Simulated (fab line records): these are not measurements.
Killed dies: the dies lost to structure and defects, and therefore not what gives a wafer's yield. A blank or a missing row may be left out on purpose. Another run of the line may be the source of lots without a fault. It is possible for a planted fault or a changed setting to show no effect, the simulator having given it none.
Chamber matching | flow sky130 | SKY_VIA1_CMP_02 on cmp-02 has 4 sister chambers
The step polishes SiO2. 4 wafers are shown with their chamber, then 12 later ones without.

EACH WAFER AND ITS CHAMBER
wafer  | chamber | motorCurrentA (A)
L087.3 | 2       | 12.3
L087.5 | 1       | 11.6
L089.2 | 0       | 11.0
L089.6 | 3       | 11.6

WAFERS WITHOUT THEIR CHAMBER
wafer  | motorCurrentA (A)
L091.2 | 10.8
L091.3 | 11.2
L091.4 | 12.1
L092.3 | 11.4
L092.5 | 12.5
L092.6 | 11.4
L094.1 | 11.5
L094.2 | 11.8
L094.4 | 13.5
L096.1 | 11.5
L096.3 | 11.8
L096.5 | 12.6

CHAMBER TAKEN BY EACH
wafer  | from the rows above               | in truth
L091.2 | can't be placed: 0 or 1 or 3      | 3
L091.3 | can't be placed: 0 or 1 or 3      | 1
L091.4 | can't be placed: 2 or 1 or 3      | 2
L092.3 | can't be placed: 1 or 3 or 0 or 2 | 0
L092.5 | can't be placed: 2 or 1 or 3      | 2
L092.6 | can't be placed: 1 or 3 or 0 or 2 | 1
L094.1 | can't be placed: 1 or 3 or 0 or 2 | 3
L094.2 | can't be placed: 1 or 3 or 2 or 0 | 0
L094.4 | can't be placed: 2 or 1 or 3      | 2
L096.1 | can't be placed: 1 or 3 or 0 or 2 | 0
L096.3 | can't be placed: 1 or 3 or 2 or 0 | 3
L096.5 | can't be placed: 2 or 1 or 3      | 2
0 of 12 placed correctly. From these rows, 12 cannot be placed; in 12 the true chamber is one of the candidates. Number placed wrongly: 0.
How it was worked out, from the rows above alone: a wafer's distance from a chamber is the root of the sum, over the readings, of the square of ((its reading less the chamber's mean) divided by the reading's scatter). If the next closest chamber is less than 2 further off than the closest, the wafer can't be placed; otherwise it belongs to the closest. Each chamber's mean is taken over the wafers shown for it. The scatter: with one shown wafer a chamber, the root of the mean of the squares of how far each hidden wafer lies from its nearest shown one.
